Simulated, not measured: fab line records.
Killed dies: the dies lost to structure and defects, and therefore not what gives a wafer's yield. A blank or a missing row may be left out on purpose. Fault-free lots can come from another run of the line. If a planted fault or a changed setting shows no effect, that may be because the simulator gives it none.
Chamber matching | flow sky130 | SKY_VIA3_ETCH_15 on rie_diel-01 has 4 sister chambers
The step etches SiO2 in C4F8/O2/Ar, stops on TiN, target depth 507 nm, time 78 s. 8 wafers are shown with their chamber, then 10 later ones without.

EACH WAFER AND ITS CHAMBER
wafer  | chamber | oes_product_au (a.u.)
L086.4 | 1       | 0.939
L089.1 | 1       | 0.946
L089.3 | 3       | 0.953
L089.4 | 2       | 0.955
L089.5 | 3       | 0.953
L089.6 | 0       | 0.950
L092.1 | 0       | 0.951
L092.2 | 2       | 0.939

WAFERS WITHOUT THEIR CHAMBER
wafer  | oes_product_au (a.u.)
L092.3 | 0.949
L092.4 | 0.950
L092.5 | 0.939
L092.6 | 0.938
L093.3 | 0.948
L093.4 | 0.944
L093.5 | 0.940
L096.2 | 0.948
L096.4 | 0.951
L096.6 | 0.945

THE CHAMBER EACH PASSED THROUGH
wafer  | from the rows above               | in truth
L092.3 | can't be placed: 0 or 2 or 3 or 1 | 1
L092.4 | can't be placed: 0 or 2 or 3 or 1 | 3
L092.5 | can't be placed: 1 or 2 or 0 or 3 | 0
L092.6 | can't be placed: 1 or 2 or 0 or 3 | 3
L093.3 | can't be placed: 2 or 0 or 3 or 1 | 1
L093.4 | can't be placed: 1 or 2 or 0 or 3 | 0
L093.5 | can't be placed: 1 or 2 or 0 or 3 | 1
L096.2 | can't be placed: 2 or 0 or 3 or 1 | 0
L096.4 | can't be placed: 0 or 3 or 2 or 1 | 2
L096.6 | can't be placed: 2 or 1 or 0 or 3 | 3
Correctly placed: 0 of 10. Unplaceable from these rows: 10, with the true chamber sitting among the candidates in 10. Wrongly placed: 0.
How it was worked out, from the rows above alone: a wafer's distance from a chamber is the root of the sum, over the readings, of the square of ((its reading less the chamber's mean) divided by the reading's scatter). The wafer belongs to the nearest chamber; if the next one is less than 2 further off, it can't be placed. A chamber's mean is the mean of its shown wafers. How the scatter is found: for the shown wafers, subtract from each reading the mean of its chamber, square and add these, divide the total by (wafers less chambers), then take the root.
